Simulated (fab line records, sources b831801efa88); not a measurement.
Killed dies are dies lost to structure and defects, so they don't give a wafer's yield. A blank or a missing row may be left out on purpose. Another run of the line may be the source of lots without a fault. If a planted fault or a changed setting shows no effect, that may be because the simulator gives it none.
Matching of chambers || flow sky130 || SKY_LI_CONTACT_CMP_02 on cmp-01 has 4 sister chambers
The step polishes PSG. 4 wafers are shown with their chamber, then 7 later ones without.

EACH WAFER AND ITS CHAMBER
{"wafer": "L364.6", "chamber": 0, "motor-current-A (A)": 14.8}
{"wafer": "L378.3", "chamber": 2, "motor-current-A (A)": 11.7}
{"wafer": "L381.2", "chamber": 3, "motor-current-A (A)": 12.7}
{"wafer": "L381.4", "chamber": 1, "motor-current-A (A)": 13.4}

WAFERS WHOSE CHAMBER IS MISSING
{"wafer": "L381.6", "motor-current-A (A)": 14.1}
{"wafer": "L383.1", "motor-current-A (A)": 12.0}
{"wafer": "L383.4", "motor-current-A (A)": 13.0}
{"wafer": "L383.5", "motor-current-A (A)": 12.3}
{"wafer": "L384.1", "motor-current-A (A)": 12.9}
{"wafer": "L384.4", "motor-current-A (A)": 12.2}
{"wafer": "L384.6", "motor-current-A (A)": 13.5}

WHICH CHAMBER EACH ONE RAN IN
{"wafer": "L381.6", "from the rows above": "can't be placed: 1 or 0 or 3", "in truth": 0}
{"wafer": "L383.1", "from the rows above": "can't be placed: 2 or 3", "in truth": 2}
{"wafer": "L383.4", "from the rows above": "can't be placed: 3 or 1", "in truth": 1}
{"wafer": "L383.5", "from the rows above": "can't be placed: 3 or 2 or 1", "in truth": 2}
{"wafer": "L384.1", "from the rows above": "can't be placed: 3 or 1", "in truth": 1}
{"wafer": "L384.4", "from the rows above": "can't be placed: 2 or 3 or 1", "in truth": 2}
{"wafer": "L384.6", "from the rows above": "can't be placed: 1 or 3", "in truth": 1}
Correctly placed: 0 of 7. These rows do not allow placing 7 (true chamber among the candidates in 7). Number placed wrongly: 0.
How it was worked out, from the rows above alone: a wafer's distance from a chamber is the root of the sum, over the readings, of the square of ((its reading less the chamber's mean) divided by the reading's scatter). If the next closest chamber is less than 2 further off than the closest, the wafer can't be placed; otherwise it belongs to the closest. The mean given for a chamber averages the wafers shown for that chamber. The scatter: with one shown wafer a chamber, the root of the mean of the squares of how far each hidden wafer lies from its nearest shown one.
